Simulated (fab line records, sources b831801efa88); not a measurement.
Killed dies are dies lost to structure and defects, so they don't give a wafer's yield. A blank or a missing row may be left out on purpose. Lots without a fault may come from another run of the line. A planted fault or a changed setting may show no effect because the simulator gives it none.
Problem report in the 8D (eight disciplines) form, filled by code | flow gf180mcu | the parts of the form that need people (team, actions taken, sign-off) are left out

1. THE PROBLEM
HV_LDD_RS at GF_HV_LDD_RS_MEAS_53 reads a mean of 423.2 ohm/sq on 6 wafers of 2 lots; wafers without a fault read 418.0 ohm/sq with a standard deviation of 0.97. That is +5.3 standard deviations from the usual mean.
The step: measures by four-point-probe.
First seen on wafer L364.2, day 14 17:56, on film_metro-02. The record holds 42 wafers of 14 lots with a number at this step. Rule for "out", or "out of limits": more than 4 standard deviations from the usual mean. The other wafers with a number count as sound.

2. WHAT IT IS AND WHAT IT IS NOT
question                    | is                     | is not
which readings at this step | HV_LDD_RS              | -
which lots                  | L364, L367             | L357, L358, L359, L360, L370, L371, L374, L376, L377, L378, L379, L380
which wafers of those lots  | all that have a number | -
read on which gauges        | film_metro-02          | film_metro-01, film_metro-04
when                        | from day 14 17:56      | up to then (12 sound wafers); but 24 sound wafers of L370, L371, L374, L376, L377, L378, L379, L380 came after

3. SUSPECTS, AND WHAT RULES EACH OUT
Counting: a tool at a process step up to the reading stays a suspect if it ran every lot that is out and no sound lot after the first of them.
- the gauge at GF_HV_LDD_RS_MEAS_53: ruled out. All the wafers that are out were read on film_metro-02, but those of them that GF_HV_LDD_IMPLANT_09 has rows for are out there too, on other tools.
- implanter-04 at GF_HV_LDD_IMPLANT_09: ruled out as a lasting fault. Sound lots L378 ran on it after its first lot that is out, L364 (day 12 05:16).
Left after counting: nothing in the record.

4. THE CAUSE (what the simulator had put in)
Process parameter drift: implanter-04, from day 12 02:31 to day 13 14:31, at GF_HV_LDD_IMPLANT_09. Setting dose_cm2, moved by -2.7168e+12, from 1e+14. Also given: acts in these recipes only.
Counting ruled it out, wrongly: the rule takes a fault to strike every lot that its tool runs from its start on, and this one did not.

5. THE CHAIN OF EFFECTS, in route order
Each row: a reading whose mean over the struck wafers that have a number lies more than 3 standard deviations from the usual. Only readings for which the record gives a usual standard deviation are gone through. hours: the time from each lot's start at the first step in this table that gives one to its start at this step, as a median over the lots. sigmas: the change in usual standard deviations.
hours | step                 | reading       | usual        | on struck wafers | change      | sigmas
0     | GF_HV_LDD_IMPLANT_09 | dose_ions_cm2 | 1.0001e+14   | 9.7302e+13       | -2.7083e+12 | -27
63    | GF_HV_LDD_RS_MEAS_53 | HV_LDD_RS     | 418.0 ohm/sq | 423.2            | +5.2        | +5.3
The process steps in it:
- GF_HV_LDD_IMPLANT_09
Later measuring or inspecting steps at which every struck wafer that the step has a row for has a number for every such reading, and none has moved that far: GF_SAB_OVL_MEAS_10.

6. WHAT WOULD HAVE CAUGHT IT SOONER
In this record the first reading out of limits at a measuring or inspecting step was taken at day 14 17:56, 63 hours after the fault began at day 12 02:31.
The tool's own readings at GF_HV_LDD_IMPLANT_09 were out on every struck wafer that the step has a row for (dose_ions_cm2): an alarm limit on them would have fired on the first of those.
